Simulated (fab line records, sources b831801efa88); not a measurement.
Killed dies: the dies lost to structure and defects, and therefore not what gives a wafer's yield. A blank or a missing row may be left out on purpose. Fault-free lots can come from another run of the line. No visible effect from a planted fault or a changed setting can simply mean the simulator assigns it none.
Chamber matching	flow gf180mcu	GF_STI_ETCH_13 on rie diel-01 has 4 sister chambers
The step etches the open film in CHF3/O2, stops on Si, target depth 282.31 nm, time 112.9 s. 8 wafers are shown with their chamber, then 8 later ones without.

== WAFERS WITH THEIR CHAMBER ==
wafer	chamber	drypump motor current A (A)	run length s (s)
L980.2	1	6.1	141.3
L984.3	0	5.5	141.0
L984.4	1	6.0	140.7
L984.5	2	5.8	142.0
L996.2	0	5.5	141.2
L996.3	2	5.8	141.7
L996.6	3	5.3	142.0
L998.1	3	5.3	141.8

== WAFERS WITH NO CHAMBER GIVEN ==
wafer	drypump motor current A (A)	run length s (s)
L998.4	5.5	141.8
L998.6	5.2	141.9
L100.1	5.8	141.8
L100.2	5.5	141.9
L100.5	6.0	140.6
L101.3	5.3	141.8
L101.5	5.3	141.6
L101.6	5.8	141.5

== THE CHAMBER EACH PASSED THROUGH ==
wafer	from the rows above	in truth
L998.4	0	0
L998.6	3	3
L100.1	2	2
L100.2	0	0
L100.5	1	1
L101.3	3	3
L101.5	3	3
L101.6	2	2
Placed correctly: 8 of 8. Not placeable from these rows: 0. 0 placed wrongly.
How it was worked out, from the rows above alone: a wafer's distance from a chamber is the root of the sum, over the readings, of the square of ((its reading less the chamber's mean) divided by the reading's scatter). The wafer belongs to the nearest chamber; if the next one is less than 2 further off, it can't be placed. The mean given for a chamber averages the wafers shown for that chamber. How the scatter is found: for the shown wafers, subtract from each reading the mean of its chamber, square and add these, divide the total by (wafers less chambers), then take the root.
